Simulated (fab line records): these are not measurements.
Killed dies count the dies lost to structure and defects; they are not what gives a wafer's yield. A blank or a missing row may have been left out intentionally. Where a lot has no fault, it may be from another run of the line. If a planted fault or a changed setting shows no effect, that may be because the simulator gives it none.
8D (eight disciplines) problem report, filled in by code	flow gf180mcu	the parts of the form that need people (team, actions taken, sign-off) are left out

1. THE ISSUE
Wafers free of any fault read 851 nm (standard deviation 14) for V1_CVD_02_THK at GF_V1_THK_MEAS_03, against a mean of 721 nm on 3 wafers of 2 lots. That is -9.3 standard deviations from the usual mean.
First observed at day 21 15:52: wafer L622.1, on film-metro-04. At this step, 33 wafers from 11 lots have a number in the record. The rule behind "out" and "out of limits": a value lying over 4 standard deviations away from the usual mean. The rest of the wafers with a number are treated as sound.

2. WHAT IT IS; WHAT IT IS NOT
question	is	is not
which readings at this step	V1_CVD_02_THK	-
which lots	L622, L624	L613, L617, L618, L619, L620, L621, L631, L633, L634
which wafers of those lots	L622.1, L624.3, L624.5	L622.5, L622.6, L624.1
read on which gauges	film-metro-03, film-metro-04	film-metro-02
when	from day 21 15:52	up to then (20 sound wafers); but 10 sound wafers of L624, L631, L633, L634 came after

3. SUSPECTS, AND WHAT RULES EACH OUT
Counting: if a tool at a process step up to the reading ran every lot that is out, it stays a suspect. Sound lots after the first of them don't rule it out here, since some wafers of a struck lot are sound.
- the gauge at GF_V1_THK_MEAS_03: ruled out. Those wafers that are out were read across 2 gauges (film-metro-03, film-metro-04).
- pecvd-01 at GF_V1_CVD_02 (deposits SiO2 from TEOS, target thk 850 nm, time 94.851 s): kept. It processed each lot that is out (first: L622, day 21 15:47); up to then, its last sound lot is L621 (day 21 00:59). Its own readings are out on those wafers: run-length-s.
- Within pecvd-01 at GF_V1_CVD_02: the wafers that are out ran in chamber 0; their sound lot-mates ran in chambers 1, 2.
Left after counting: pecvd-01 at GF_V1_CVD_02.

4. THE CAUSE (what the simulator had put in)
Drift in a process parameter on pecvd-01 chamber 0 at GF_V1_CVD_02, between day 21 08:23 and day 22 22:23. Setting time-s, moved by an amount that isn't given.
This tool alone remained once counting was done.

5. SEQUENCE OF EFFECTS, ordered by route
Each row: a reading whose mean over the struck wafers that have a number lies more than 3 standard deviations from the usual. Readings are gone through only where the record gives a usual standard deviation; hours: the median, over the lots, of the time from a lot's start at the first step in this table giving one to that lot's start at this step; sigmas: the change measured in usual standard deviations.
hours	step	reading	usual	on struck wafers	change	sigmas
0	GF_V1_CVD_02	run-length-s	122.4 s	106.9	-15.5	-22
0	GF_V1_THK_MEAS_03	V1_CVD_02_THK	851 nm	721	-130	-9.3
0	GF_V1_CMP_04	time-to-endpoint-s	78 s	32	-46	-7.1
Process steps it contains:
- GF_V1_CVD_02: deposits SiO2 from TEOS, target thk 850 nm, time 94.851 s.
- GF_V1_CMP_04: polishes SiO2.

6. HOW IT WOULD HAVE BEEN CAUGHT EARLIER
Counted from the fault's start at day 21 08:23, it took 7 hours until the first out-of-limits reading at a measuring or inspecting step in this record, taken at day 21 15:52.
Tool's own readings at GF_V1_CVD_02, run-length-s: out on all struck wafers the step has rows for; an alarm limit on them would have tripped on the first.
Lots out: 2; of these, L624 started GF_V1_CVD_02 on pecvd-01 after day 21 15:52. A hold on the tool at that time would have spared it.
